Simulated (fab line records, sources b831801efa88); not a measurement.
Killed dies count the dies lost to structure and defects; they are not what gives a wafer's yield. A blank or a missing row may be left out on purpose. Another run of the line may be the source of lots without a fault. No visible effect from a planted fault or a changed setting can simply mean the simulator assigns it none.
2 desks looking at one fault    flow sky130    each desk holds nothing but its own numbers, with what lay behind them at the end

## TOOL OWNER'S DESK, pvd sputter-02
The tool's own readings at SKY_METAL5_SPUTTER_04 (material TiN, target thk 70 nm, time 58.3 s): means of the sampled wafers that have a number, for each lot that ran on this tool. A lot is out of limits, marked OUT, if its mean lies more than 4 standard deviations from the usual mean; the brackets give that distance.
Columns: A = throttle valve pct at SKY_METAL5_SPUTTER_04, usual 30.0 %
lot   first seen here  A
L453  day 45 14:07     30.0
L464  day 48 06:40     29.8
Result from this desk: across the 2 lots, nothing is out of limits.

## METROLOGY DESK
What the gauges read for every lot (on any tool): the sampled wafers with a number, averaged. A lot is out of limits, marked OUT, if its mean lies more than 4 standard deviations from the usual mean; the brackets give that distance.
Columns: A = VT_ADJUST_LVTN_01_OVL at SKY_VT_ADJUST_LVTN_OVL_MEAS_18, usual 0.0 nm; B = GATE_OXIDE_TW at SKY_GATE_OXIDE_TW_MEAS_14, usual 224.1; C = POLY_GATE_OXIDATION_THK at SKY_POLY_GATE_THK_MEAS_21, usual 3.96 nm; D = METAL5_ALCU_RS at SKY_METAL5_RS_MEAS_05, usual 0.0270 ohm/sq; E = METAL5_ALCU_THK at SKY_METAL5_THK_MEAS_06, usual 1166 nm
lot   first seen here  A     B      C     D       E
L443  day 7 15:07      -1.5  225.4  4.03  0.0270  1155
L453  day 10 10:54     0.4   226.4  3.95  0.0268  1132
L455  day 11 01:28     -1.4  224.9  3.97  0.0272  1137
L458  day 11 21:36     2.0   224.0  4.00  0.0267  1177
L459  day 12 04:00     -1.0  220.8  3.99  0.0270  1165
L460  day 12 11:22     1.0   226.7  3.84  0.0268  1181
L462  day 13 01:42     0.4   220.8  3.91  0.0271  1173
L464  day 13 17:45     -1.2  226.1  4.01  0.0267  1178
L466  day 14 07:33     2.0   221.7  4.02  0.0272  1151
Result from this desk: across the 9 lots, nothing is out of limits.

## TAKEN TOGETHER
Nothing out of limits was seen by the tool owner's desk.
At the metrology desk, nothing out of limits was observed.

## WHAT HAD BEEN PUT IN BY THE SIMULATOR
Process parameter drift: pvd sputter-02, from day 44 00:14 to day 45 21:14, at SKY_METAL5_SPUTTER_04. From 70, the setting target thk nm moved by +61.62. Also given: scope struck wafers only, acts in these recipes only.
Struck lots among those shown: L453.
